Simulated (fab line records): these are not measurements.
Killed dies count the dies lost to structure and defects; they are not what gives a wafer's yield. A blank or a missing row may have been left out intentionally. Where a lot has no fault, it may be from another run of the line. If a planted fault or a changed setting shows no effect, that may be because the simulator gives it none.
Chamber matching | flow gf180mcu | GF_V3_CMP_04 on cmp-01: 4 sister chambers
The step polishes SiO2. 8 wafers are shown with their chamber, then 12 later ones without.

## WAFERS PAIRED WITH THEIR CHAMBERS
wafer  | chamber | motor-current-A (A) | time-to-endpoint-s (s)
L080.4 | 3       | 12.9                | 89
L082.6 | 2       | 10.3                | 89
L083.5 | 1       | 12.3                | 91
L085.2 | 3       | 13.7                | 89
L085.6 | 0       | 13.1                | 70
L087.3 | 2       | 10.0                | 89
L087.4 | 0       | 13.5                | 82
L087.6 | 1       | 12.0                | 87

## WAFERS WHOSE CHAMBER IS MISSING
wafer  | motor-current-A (A) | time-to-endpoint-s (s)
L089.2 | 10.2                | 92
L089.3 | 13.5                | 92
L089.5 | 13.1                | 79
L090.3 | 13.8                | 78
L090.4 | 13.0                | 81
L090.6 | 13.2                | 72
L095.1 | 13.5                | 88
L095.2 | 12.7                | 81
L095.3 | 13.1                | 78
L097.1 | 13.9                | 93
L097.2 | 12.2                | 92
L097.4 | 13.2                | 88

## WHICH CHAMBER EACH ONE RAN IN
wafer  | from the rows above          | in truth
L089.2 | 2                            | 2
L089.3 | 3                            | 3
L089.5 | can't be placed: 0 or 3      | 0
L090.3 | can't be placed: 0 or 3      | 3
L090.4 | can't be placed: 0 or 3 or 1 | 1
L090.6 | 0                            | 0
L095.1 | 3                            | 3
L095.2 | can't be placed: 0 or 1 or 3 | 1
L095.3 | can't be placed: 0 or 3      | 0
L097.1 | 3                            | 3
L097.2 | 1                            | 1
L097.4 | 3                            | 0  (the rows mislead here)
Placed correctly: 6 of 12. Not placeable from these rows: 5 (in 5, the candidates include the true chamber). Placed wrongly: 1.
How it was worked out, from the rows above alone: a wafer's distance from a chamber is the root of the sum, over the readings, of the square of ((its reading less the chamber's mean) divided by the reading's scatter). If the next closest chamber is less than 2 further off than the closest, the wafer can't be placed; otherwise it belongs to the closest. A chamber's mean is the mean of its shown wafers. The scatter: the root of (the sum of the squares of (reading less its chamber's mean) over the shown wafers, divided by (wafers less chambers)).
